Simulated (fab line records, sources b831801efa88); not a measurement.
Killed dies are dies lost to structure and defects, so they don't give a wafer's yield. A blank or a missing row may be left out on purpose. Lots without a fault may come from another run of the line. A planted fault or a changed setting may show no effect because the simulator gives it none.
fab line records | flow sky130
record lots=5 wafers=23
route steps=708 shown GATE_OXIDE@198 POLY_GATE@224 LDD_N@245 LDD_P@259 LDD_HVN@276 LDD_LDN@291
start_h: hours from the record's first day to the start of the lot's first wafer shown | wait_h: hours since the lot's step before | " the same as in the row above | L1.1+2: a row that stands for several wafers | - no value, or no start given | * or withheld: withheld | < > ~ a bound
route shown NAME@n: a module of which the file shows steps, and the number in the route of the first | usual: mean/standard deviation of fault-free wafers | same: alike in all rows | chamber/n: place in a boat | sites: the reading at each site | _std_site: their standard deviation | _edge_site: outer sites' mean less inner sites' | radius_mm: how far each site lies from the wafer's centre | mask NAME#n: copy n | behind: the tool/chamber that last shaped the wafer | hold: why the lot was held/for how many hours/how that ended | device: the transistor (n, p or np) that didn't switch | end of line: the same wafers' tests at the end of the route | a step without rows: its recipe alone | killed: dies lost to structure and defects at the first sort, not the wafer's yield | map: a wafer's dies, x killed, . not, _ none there
set.NAME: the setting as run; set.NAME@STEP: as run at that earlier step | model.NAME: the simulator's own value behind a step, which no gauge read
lots whose settings were changed on purpose; a table a step, a row a wafer
## steps
# step SKY_GATE_OXIDE_IMPLANT_11
# recipe species=B energy_kev=10 dose_cm2=2.6e+12 tilt_deg=withheld
# columns lot.wafer tool chamber start_h wait_h set.energy_kev
L074.1+2 implanter-01 0 330.66 0.0 10.55
L074.3+4+5 " 0 " " 10
L075.1+4+5 implanter-04 0 334.94 0.0 10
L077.1+2+4+5+6 implanter-01 0 335.92 0.0 10
L080.2+3+4+5+6 implanter-04 0 360.09 0.0 10
L084.1+2+3+5+6 implanter-03 0 490.51 0.0 10
# step SKY_GATE_OXIDE_WET_ETCH_12
# recipe chemistry=dHF target_depth_nm=16.8 dry=n2_spin target=SiO2 dilution=100:1 temp_c=25 time_s=336
# step SKY_GATE_OXIDE_STRIP_13
# recipe chemistry=O2/N2 power_w=1400 pressure_mtorr=1500 platen_temp_c=withheld o2_flow_sccm=3000 n2_flow_sccm=300 overash_fraction=0.5
# step SKY_GATE_OXIDE_CLEAN_15
# recipe chemistry=SC1/SC2 mix=1:4:20 temp_c=70 time_s=150 dry=n2_spin
# step SKY_GATE_OXIDE_OXIDATION_16
# recipe temp_c=800 ambient=O2 idle_temp_c=700 ramp_up_c_per_min=10 ramp_down_c_per_min=3 stabilise_s=600 purge_s=300 target_thk_a=35.7 ox_time_s=1915
# columns lot.wafer tool chamber start_h wait_h set.ox_time_s@GATE_OXIDE_OXIDATION_01 model.SiO2_of_GATE_OXIDE_OXIDATION_01.thk_nm
L074.1 furnace-01 0 331.63 0.4 1361 11.28
L074.2 " 0 " " 1361 11.15
L074.3 " 0 " " 1361 11.3
L074.4+5 " 0 " " 1361 11.21
L075.1 furnace-02 0 336.48 0.9 1473 11.57
L075.4 " 0 " " 1473 11.45
L075.5 " 0 " " 1473 11.44
L077.1 furnace-02 0 338.01 1.4 1473 11.86
L077.2 " 0 " " 1473 11.79
L077.4 " 0 " " 1473 12
L077.5 " 0 " " 1473 11.92
L077.6 " 0 " " 1473 11.8
L080.2+4 furnace-01 0 360.53 0.0 1619 12.52
L080.3 " 0 " " 1619 12.47
L080.5 " 0 " " 1619 12.55
L080.6 " 0 " " 1619 12.61
L084.1 furnace-01 0 492.06 1.1 1473 11.69
L084.2 " 0 " " 1473 11.72
L084.3 " 0 " " 1473 11.76
L084.5 " 0 " " 1473 11.79
L084.6 " 0 " " 1473 11.75
# step SKY_POLY_GATE_EXPOSE_10
# recipe mask_id=P1M na=0.68 source_shape=conventional sigma_outer=0.6 target_cd_nm=150 dose_mj=28
# columns lot.wafer tool chamber start_h wait_h mask set.dose_mj
L074.1+3 krf_scanner-02 0 - - P1M#0 28
L074.2+4+5 " 0 " " P1M#0 29.17
L075.1+4+5 krf_scanner-01 0 - - P1M#0 28
L077.1+6 krf_scanner-01 0 - - P1M#0 29.45
L077.2+4+5 " 0 " " P1M#0 28
L080.2+3 krf_scanner-02 0 - - P1M#0 26.08
L080.4+5+6 " 0 " " P1M#0 28
L084.1+3 krf_scanner-02 0 - - P1M#0 27.15
L084.2+5+6 " 0 " " P1M#0 28
# step SKY_POLY_GATE_PEB_11
# recipe peb_temp_c=withheld peb_time_s=withheld resist=KrF-thick
# step SKY_POLY_GATE_DEVELOP_12
# recipe develop_time_s=58.51 resist=KrF-thick dev_temp_c=21
# columns lot.wafer tool chamber start_h wait_h set.dose_mj@POLY_GATE_EXPOSE_10 model.POLY_GATE.cd_nm
L074.1 litho_track-01 0 - - 28 150.2
L074.2 " 0 " " 29.17 144.8
L074.3 " 0 " " 28 151.9
L074.4 " 0 " " 29.17 143.4
L074.5 " 0 " " 29.17 144.5
L075.1 litho_track-01 0 - - 28 149.9
L075.4 " 0 " " 28 150.6
L075.5 " 0 " " 28 149.1
L077.1 litho_track-03 0 - - 29.45 139.3
L077.2 " 0 " " 28 148.1
L077.4 " 0 " " 28 147.6
L077.5 " 0 " " 28 148.6
L077.6 " 0 " " 29.45 139.7
L080.2 litho_track-01 0 - - 26.08 160.8
L080.3 " 0 " " 26.08 160.7
L080.4 " 0 " " 28 147.6
L080.5 " 0 " " 28 148
L080.6 " 0 " " 28 149.6
L084.1 litho_track-01 0 - - 27.15 153.9
L084.2 " 0 " " 28 149.4
L084.3 " 0 " " 27.15 154.9
L084.5 " 0 " " 28 150.7
L084.6 " 0 " " 28 149.8
# step SKY_POLY_GATE_CD_MEAS_13
# recipe target_cd_nm=150
# usual cd_nm=149.6/1.3
# columns lot.wafer tool chamber start_h wait_h set.dose_mj@POLY_GATE_EXPOSE_10 cd_nm
L074.1 cd_sem-01 - 463.67 - 28 150.2
L074.2 " - " " 29.17 144.8
L074.3 " - " " 28 152.1
L074.4 " - " " 29.17 143.2
L074.5 " - " " 29.17 144.4
L075.1 cd_sem-01 - 464.02 - 28 150.1
L075.4 " - " " 28 150.8
L075.5 " - " " 28 149.0
L077.1 cd_sem-01 - 464.48 - 29.45 139.4
L077.2 " - " " 28 148.1
L077.4 " - " " 28 147.6
L077.5 " - " " 28 148.7
L077.6 " - " " 29.45 139.7
L080.2 cd_sem-01 - 465.04 - 26.08 161.1
L080.3 " - " " 26.08 160.5
L080.4 " - " " 28 147.6
L080.5 " - " " 28 148.2
L080.6 " - " " 28 149.6
L084.1 cd_sem-02 - 553.92 - 27.15 153.9
L084.2 " - " " 28 149.3
L084.3 " - " " 27.15 154.9
L084.5 " - " " 28 150.4
L084.6 " - " " 28 149.7
# step SKY_POLY_GATE_ETCH_15
# recipe chemistry=N2/H2 target=BARC ion_energy_ev=200 source_w=500 bias_w=100 pressure_mtorr=30 n2_flow_sccm=100 h2_flow_sccm=200 stop_on=SiO2 time_s=118.5 target_depth_a=1100
# columns lot.wafer tool chamber start_h wait_h set.source_w set.dose_mj@POLY_GATE_EXPOSE_10 model.POLY_GATE.cd_nm model.KrF-thick_of_POLY_GATE_COAT_08.thk_nm
L074.1 rie_diel-03 0 463.83 0.0 500 28 152.5 344.5
L074.2 " 3 " " 500 29.17 144.4 345.5
L074.3 " 2 " " 478.7 28 151.6 348
L074.4 " 1 " " 500 29.17 142.8 345.2
L074.5 " 3 " " 478.7 29.17 144.4 348.1
L075.1 rie_diel-04 3 464.18 0.0 500 28 148.5 343.3
L075.4 " 0 " " 500 28 149.2 342.4
L075.5 " 1 " " 500 28 147.2 341.9
L077.1 rie_diel-04 0 464.63 0.0 500 29.45 139.8 348.8
L077.2 " 2 " " 500 28 147.9 346.3
L077.4 " 3 " " 500 28 147.8 347.1
L077.5 " 0 " " 500 28 148.8 348.9
L077.6 " 3 " " 500 29.45 139.9 347.9
L080.2 rie_diel-04 1 465.18 0.0 556.4 26.08 157 333.7
L080.3 " 0 " " 500 26.08 160 345.3
L080.4 " 2 " " 500 28 146.7 347
L080.5 " 2 " " 556.4 28 143.8 335.4
L080.6 " 3 " " 556.4 28 146.5 336.4
L084.1 rie_diel-03 0 554.08 0.0 456.7 27.15 157.3 352.7
L084.2 " 3 " " 500 28 148 346.4
L084.3 " 2 " " 456.7 27.15 154.8 351.6
L084.5 " 0 " " 456.7 28 154.9 353.6
L084.6 " 3 " " 500 28 147.5 346.5
# step SKY_POLY_GATE_ETCH_16
# recipe stop_on=poly-Si chemistry=CH3F/O2 target=Si3N4 source_w=400 bias_w=80 pressure_mtorr=25 ch3f_flow_sccm=40 O2_flow_sccm=30 time_s=147.5 target_depth_a=750
# columns lot.wafer tool chamber start_h wait_h set.source_w@POLY_GATE_ETCH_15 model.KrF-thick_of_POLY_GATE_COAT_08.thk_nm
L074.1+4 rie_diel-03 0,1 463.91 0.0 500 233.2
L074.2 " 3 " " 500 233.9
L074.3 " 2 " " 478.7 235.7
L074.5 " 3 " " 478.7 237.6
L075.1 rie_diel-04 3 464.26 0.0 500 233.3
L075.4 " 0 " " 500 232.2
L075.5 " 1 " " 500 231.2
L077.1 rie_diel-04 0 464.71 0.0 500 237.1
L077.2 " 2 " " 500 234.9
L077.4+6 " 3 " " 500 236
L077.5 " 0 " " 500 236.9
L080.2 rie_diel-04 1 465.26 0.0 556.4 221.9
L080.3 " 0 " " 500 233.9
L080.4 " 2 " " 500 236.5
L080.5 " 2 " " 556.4 225.3
L080.6 " 3 " " 556.4 227.3
L084.1 rie_diel-03 0 554.16 0.0 456.7 242.2
L084.2 " 3 " " 500 236
L084.3 " 2 " " 456.7 238.1
L084.5 " 0 " " 456.7 243.2
L084.6 " 3 " " 500 236.2
# step SKY_POLY_GATE_ETCH_17
# recipe target_depth_nm=180 stop_on=SiO2 over_etch_frac=0.56667 chemistry=HBr/Cl2 target=poly-Si icp_w=400 bias_w=100 pressure_mtorr=10 HBr_flow_sccm=150 Cl2_flow_sccm=50 time_s=70.5
# step SKY_POLY_GATE_STRIP_18
# recipe chemistry=O2/N2 power_w=1400 pressure_mtorr=1500 platen_temp_c=withheld o2_flow_sccm=3000 n2_flow_sccm=300 overash_fraction=0.5
# step SKY_POLY_GATE_OXIDATION_20
# recipe temp_c=850 ambient=O2 stabilise_s=600 purge_s=300 target_thk_a=40 ox_time_s=899
# step SKY_POLY_GATE_CD_MEAS_22
# usual cd_nm=149.0/2.1
# columns lot.wafer tool chamber start_h wait_h set.dose_mj@POLY_GATE_EXPOSE_10 cd_nm
L074.1 cd_sem-01 - 468.07 0.2 28 152.5
L074.2 " - " " 29.17 145.5
L074.3 " - " " 28 150.1
L074.4 " - " " 29.17 142.3
L074.5 " - " " 29.17 143.3
L075.1 cd_sem-02 - 468.07 0.2 28 149.4
L075.4 " - " " 28 149.0
L075.5 " - " " 28 147.5
L077.1 cd_sem-02 - 468.41 0.4 29.45 138.5
L077.2 " - " " 28 148.7
L077.4 " - " " 28 149.1
L077.5 " - " " 28 149.1
L077.6 " - " " 29.45 140.9
L080.2 cd_sem-01 - 468.78 0.7 26.08 156.6
L080.3 " - " " 26.08 159.0
L080.4 " - " " 28 146.3
L080.5 " - " " 28 144.0
L080.6 " - " " 28 147.2
L084.1 cd_sem-02 - 555.78 0.1 27.15 158.1
L084.2 " - " " 28 147.1
L084.3 " - " " 27.15 156.0
L084.5 " - " " 28 155.9
L084.6 " - " " 28 146.3
# step SKY_LDD_N_IMPLANT_08
# recipe species=As energy_kev=20 dose_cm2=7.5e+13 tilt_deg=withheld rotation_deg=23
# columns lot.wafer tool chamber start_h wait_h set.energy_kev model.implant.rp_nm model.implant.drp_nm
L074.1+4 implanter-02 0 496.92 0.1 20 15.65 7.212
L074.2+3+5 " 0 " " 19 15.08 6.961
L075.1+4+5 implanter-04 0 497.59 0.7 20 15.8 7.212
L077.1+2+4 implanter-02 0 499.32 1.7 20 15.86 7.212
L077.5+6 " 0 " " 20.63 16.23 7.369
L080.2+3+4+5+6 implanter-04 0 501.22 3.3 20 15.95 7.212
L084.1+2+3+5+6 implanter-01 0 585.16 0.0 20 15.84 7.212
# step SKY_LDD_P_EXPOSE_04
# recipe mask_id=PSDM na=0.6 source_shape=conventional sigma_outer=0.6 polarization=unpolarized target_cd_nm=380 dose_mj=138
# columns lot.wafer tool chamber start_h wait_h mask set.dose_mj
L074.1+2+3+4+5 iline_stepper-01 0 - - PSDM#0 138
L075.1+4+5 iline_stepper-02 0 - - PSDM#0 138
L077.1+5 iline_stepper-02 0 - - PSDM#0 138
L077.2+4+6 " 0 " " PSDM#0 128.7
L080.2+3+4 iline_stepper-02 0 - - PSDM#0 138
L080.5+6 " 0 " " PSDM#0 148
L084.1+2+3 iline_stepper-02 0 - - PSDM#0 148.3
L084.5+6 " 0 " " PSDM#0 138
# step SKY_LDD_P_PEB_05
# recipe temp_c=withheld time_s=* resist=NOVOLAK
# step SKY_LDD_P_DEVELOP_06
# recipe resist=NOVOLAK developer=TMAH develop_time_s=60 dev_temp_c=23
# step SKY_LDD_P_CD_MEAS_07
# recipe target_cd_nm=380
# usual cd_nm=380/3.3
# columns lot.wafer tool chamber start_h wait_h set.dose_mj@LDD_P_EXPOSE_04 cd_nm
L074.1 cd_sem-02 - 526.49 0.1 138 380
L074.2 " - " " 138 375
L074.3 " - " " 138 377
L074.4 " - " " 138 381
L074.5 " - " " 138 376
L075.1 cd_sem-01 - 527.11 0.1 138 380
L075.4 " - " " 138 381
L075.5 " - " " 138 381
L077.1 cd_sem-02 - 528.68 0.1 138 382
L077.2 " - " " 128.7 361
L077.4 " - " " 128.7 358
L077.5 " - " " 138 380
L077.6 " - " " 128.7 359
L080.2 cd_sem-02 - 535.85 0.1 138 376
L080.3 " - " " 138 377
L080.4 " - " " 138 377
L080.5 " - " " 148 399
L080.6 " - " " 148 398
L084.1 cd_sem-01 - 613.47 0.1 148.3 396
L084.2 " - " " 148.3 397
L084.3 " - " " 148.3 395
L084.5 " - " " 138 375
L084.6 " - " " 138 377
# step SKY_LDD_P_IMPLANT_09
# recipe species=BF2 energy_kev=25 dose_cm2=1e+13 tilt_deg=withheld
# columns lot.wafer tool chamber start_h wait_h set.energy_kev model.implant.drp_nm
L074.1+2+3+4+5 implanter-03 0 526.64 0.0 25 11.41
L075.1+4+5 implanter-01 0 527.26 0.0 25 11.41
L077.1+4 implanter-03 0 528.83 0.0 25 11.41
L077.2+5+6 " 0 " " 25.78 11.66
L080.2+3+4+5+6 implanter-03 0 536.01 0.0 25 11.41
L084.1+5 implanter-03 0 613.63 0.0 25.99 11.73
L084.2+3+6 " 0 " " 25 11.41
# step SKY_LDD_P_STRIP_10
# recipe chemistry=O2/N2 power_w=1400 pressure_mtorr=1500 platen_temp_c=withheld o2_flow_sccm=3000 n2_flow_sccm=300 overash_fraction=0.5
# step SKY_LDD_P_TW_MEAS_11
# usual LDD_P_TW=631/3.1
# columns lot.wafer tool chamber start_h wait_h set.energy_kev@LDD_P_IMPLANT_09 LDD_P_TW
L074.1 film_metro-02 - 526.89 0.1 25 626
L074.2 " - " " 25 631
L074.3 " - " " 25 632
L074.4 " - " " 25 628
L074.5 " - " " 25 630
L075.1 film_metro-04 - 527.66 0.1 25 631
L075.4 " - " " 25 631
L075.5 " - " " 25 632
L077.1 film_metro-03 - 529.08 0.1 25 635
L077.2 " - " " 25.78 644
L077.4 " - " " 25 638
L077.5 " - " " 25.78 642
L077.6 " - " " 25.78 645
L080.2 film_metro-04 - 536.24 0.1 25 627
L080.3 " - " " 25 627
L080.4 " - " " 25 630
L080.5 " - " " 25 629
L080.6 " - " " 25 630
L084.1 film_metro-04 - 613.88 0.1 25.99 639
L084.2 " - " " 25 633
L084.3 " - " " 25 628
L084.5 " - " " 25.99 640
L084.6 " - " " 25 630
# step SKY_LDD_HVN_STRIP_09
# recipe chemistry=O2/N2 power_w=1400 pressure_mtorr=1500 platen_temp_c=withheld o2_flow_sccm=3000 n2_flow_sccm=300 overash_fraction=0.5
# usual strip_time_to_endpoint_s=4.133/0.022
# columns lot.wafer tool chamber start_h wait_h set.power_w strip_time_to_endpoint_s
L074.1 plasma_asher-02 0 556.16 0.2 1280 4.429
L074.2 " 1 " " 1400 4.138
L074.3 " 1 " " 1400 4.145
L074.4 " 0 " " 1400 4.155
L074.5 " 0 " " 1280 4.428
L075.1 plasma_asher-01 1 557.41 0.2 1400 4.108
L075.4 " 0 " " 1400 4.103
L075.5 " 1 " " 1400 4.097
L077.1 plasma_asher-02 1 558.61 0.2 1240 4.579
L077.2 " 0 " " 1400 4.147
L077.4 " 1 " " 1400 4.153
L077.5 " 0 " " 1400 4.157
L077.6 " 1 " " 1240 4.563
L080.2 plasma_asher-02 0 566.11 0.1 1343 4.301
L080.3 " 0 " " 1343 4.309
L080.4 " 1 " " 1400 4.177
L080.5 " 1 " " 1343 4.301
L080.6 " 0 " " 1400 4.174
L084.1 plasma_asher-02 0 642.46 0.1 1400 4.143
L084.2 " 1 " " 1400 4.135
L084.3 " 1 " " 1490 3.923
L084.5 " 0 " " 1490 3.943
L084.6 " 1 " " 1490 3.932
# step SKY_LDD_LDN_COAT_02
# recipe resist=NOVOLAK spin_rpm=3000 resist_thk_nm=1140
# columns lot.wafer tool chamber start_h wait_h set.resist_thk_nm model.NOVOLAK_of_LDD_LDN_COAT_02.thk_nm
L074.1 litho_track-01 0 599.57 0.1 1140 1135
L074.2 " 0 " " 1140 1140
L074.3+4 " 0 " " 1140 1139
L074.5 " 0 " " 1140 1141
L075.1 litho_track-01 0 600.77 0.1 1140 1138
L075.4 " 0 " " 1140 1142
L075.5 " 0 " " 1140 1137
L077.1 litho_track-02 0 601.77 0.1 1205 1207
L077.2+4 " 0 " " 1205 1208
L077.5 " 0 " " 1140 1144
L077.6 " 0 " " 1140 1145
L080.2+5 litho_track-01 0 609.65 0.1 1140 1130
L080.3 " 0 " " 1110 1105
L080.4 " 0 " " 1140 1135
L080.6 " 0 " " 1110 1107
L084.1+3+6 litho_track-04 0 683.70 0.1 1140 1143
L084.2 " 0 " " 1140 1147
L084.5 " 0 " " 1140 1145
# step SKY_LDD_LDN_IMPLANT_11
# recipe species=As energy_kev=15 dose_cm2=1.25e+13 tilt_deg=withheld rotation_deg=293
# columns lot.wafer tool chamber start_h wait_h set.energy_kev model.implant.rp_nm model.implant.drp_nm
L074.1+2+3+4+5 implanter-02 0 613.71 0.1 15 13.01 5.933
L075.1+4+5 implanter-04 0 615.46 0.1 15 12.95 5.933
L077.1+5 implanter-04 0 616.66 0.1 15.5 12.68 6.065
L077.2+4+6 " 0 " " 15 12.39 5.933
L080.2+6 implanter-02 0 623.94 0.1 15.78 13.59 6.138
L080.3+4+5 " 0 " " 15 13.12 5.933
L084.1+3+5 implanter-01 0 698.61 0.1 15 12.54 5.933
L084.2+6 " 0 " " 15.24 12.68 5.997
# step SKY_LDD_LDN_STRIP_12
# recipe chemistry=O2/N2 power_w=1400 pressure_mtorr=1500 platen_temp_c=withheld o2_flow_sccm=3000 n2_flow_sccm=300 overash_fraction=0.5
# usual strip_time_to_endpoint_s=14.16/0.042
# columns lot.wafer tool chamber start_h wait_h set.resist_thk_nm@LDD_LDN_COAT_02 strip_time_to_endpoint_s
L074.1 plasma_asher-01 0 613.86 0.1 1140 14.12
L074.2 " 1 " " 1140 14.17
L074.3 " 0 " " 1140 14.16
L074.4 " 1 " " 1140 14.18
L074.5 " 0 " " 1140 14.19
L075.1 plasma_asher-04 1 615.61 0.1 1140 14.14
L075.4 " 0 " " 1140 14.22
L075.5 " 0 " " 1140 14.16
L077.1 plasma_asher-03 0 616.81 0.1 1205 14.93
L077.2 " 1 " " 1205 14.96
L077.4 " 0 " " 1205 14.94
L077.5 " 1 " " 1140 14.21
L077.6 " 0 " " 1140 14.24
L080.2 plasma_asher-03 0 624.06 0.1 1140 14.04
L080.3 " 0 " " 1110 13.77
L080.4 " 1 " " 1140 14.12
L080.5 " 0 " " 1140 14.06
L080.6 " 1 " " 1110 13.78
L084.1 plasma_asher-03 1 698.76 0.1 1140 14.21
L084.2 " 0 " " 1140 14.27
L084.3 " 1 " " 1140 14.21
L084.5 " 0 " " 1140 14.24
L084.6 " 1 " " 1140 14.21
## key
split step=SKY_GATE_OXIDE_IMPLANT_11 setting=energy_kev stated=10 by=wafer
response none clear
split step=SKY_POLY_GATE_EXPOSE_10 setting=dose_mj stated=28 by=wafer
response step=SKY_POLY_GATE_DEVELOP_12 reading=model.POLY_GATE.cd_nm change=-1.7 per=1% r=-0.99
response step=SKY_POLY_GATE_CD_MEAS_13 reading=cd_nm change=-1.71 per=1% r=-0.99
response step=SKY_POLY_GATE_ETCH_15 reading=model.POLY_GATE.cd_nm change=-1.83 per=1% r=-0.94
response step=SKY_POLY_GATE_CD_MEAS_22 reading=cd_nm change=-1.83 per=1% r=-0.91
split step=SKY_POLY_GATE_ETCH_15 setting=source_w stated=500 by=wafer
response step=SKY_POLY_GATE_ETCH_15 reading=model.KrF-thick_of_POLY_GATE_COAT_08.thk_nm change=-0.867 per=1% r=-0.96
response step=SKY_POLY_GATE_ETCH_16 reading=model.KrF-thick_of_POLY_GATE_COAT_08.thk_nm change=-0.79 per=1% r=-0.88
split step=SKY_LDD_N_IMPLANT_08 setting=energy_kev stated=20 by=wafer
response step=SKY_LDD_N_IMPLANT_08 reading=model.implant.rp_nm change=+0.115 per=1% r=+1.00
response step=SKY_LDD_N_IMPLANT_08 reading=model.implant.drp_nm change=+0.0501 per=1% r=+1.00
split step=SKY_LDD_P_EXPOSE_04 setting=dose_mj stated=138 by=wafer
response step=SKY_LDD_P_CD_MEAS_07 reading=cd_nm change=+2.95 per=1% r=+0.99
split step=SKY_LDD_P_IMPLANT_09 setting=energy_kev stated=25 by=wafer
response step=SKY_LDD_P_IMPLANT_09 reading=model.implant.drp_nm change=+0.08 per=1% r=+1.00
response step=SKY_LDD_P_TW_MEAS_11 reading=LDD_P_TW change=+2.34 per=1% r=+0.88
split step=SKY_LDD_HVN_STRIP_09 setting=power_w stated=1400 by=wafer
response step=SKY_LDD_HVN_STRIP_09 reading=strip_time_to_endpoint_s change=* per=1% r=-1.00
split step=SKY_LDD_LDN_COAT_02 setting=resist_thk_nm stated=1140 by=wafer
response step=SKY_LDD_LDN_COAT_02 reading=model.NOVOLAK_of_LDD_LDN_COAT_02.thk_nm change=+10.9 per=1% r=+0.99
response step=SKY_LDD_LDN_STRIP_12 reading=strip_time_to_endpoint_s change=* per=1% r=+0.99
split step=SKY_LDD_LDN_IMPLANT_11 setting=energy_kev stated=15 by=wafer
response step=SKY_LDD_LDN_IMPLANT_11 reading=model.implant.rp_nm change=+0.0902 per=1% r=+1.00
response step=SKY_LDD_LDN_IMPLANT_11 reading=model.implant.drp_nm change=+0.0394 per=1% r=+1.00
split outside_this_file step=SKY_GATE_OXIDE_OXIDATION_01 setting=ox_time_s
# split outside_this_file: this setting was split too, and the file shows its column; the key of that split is in another file
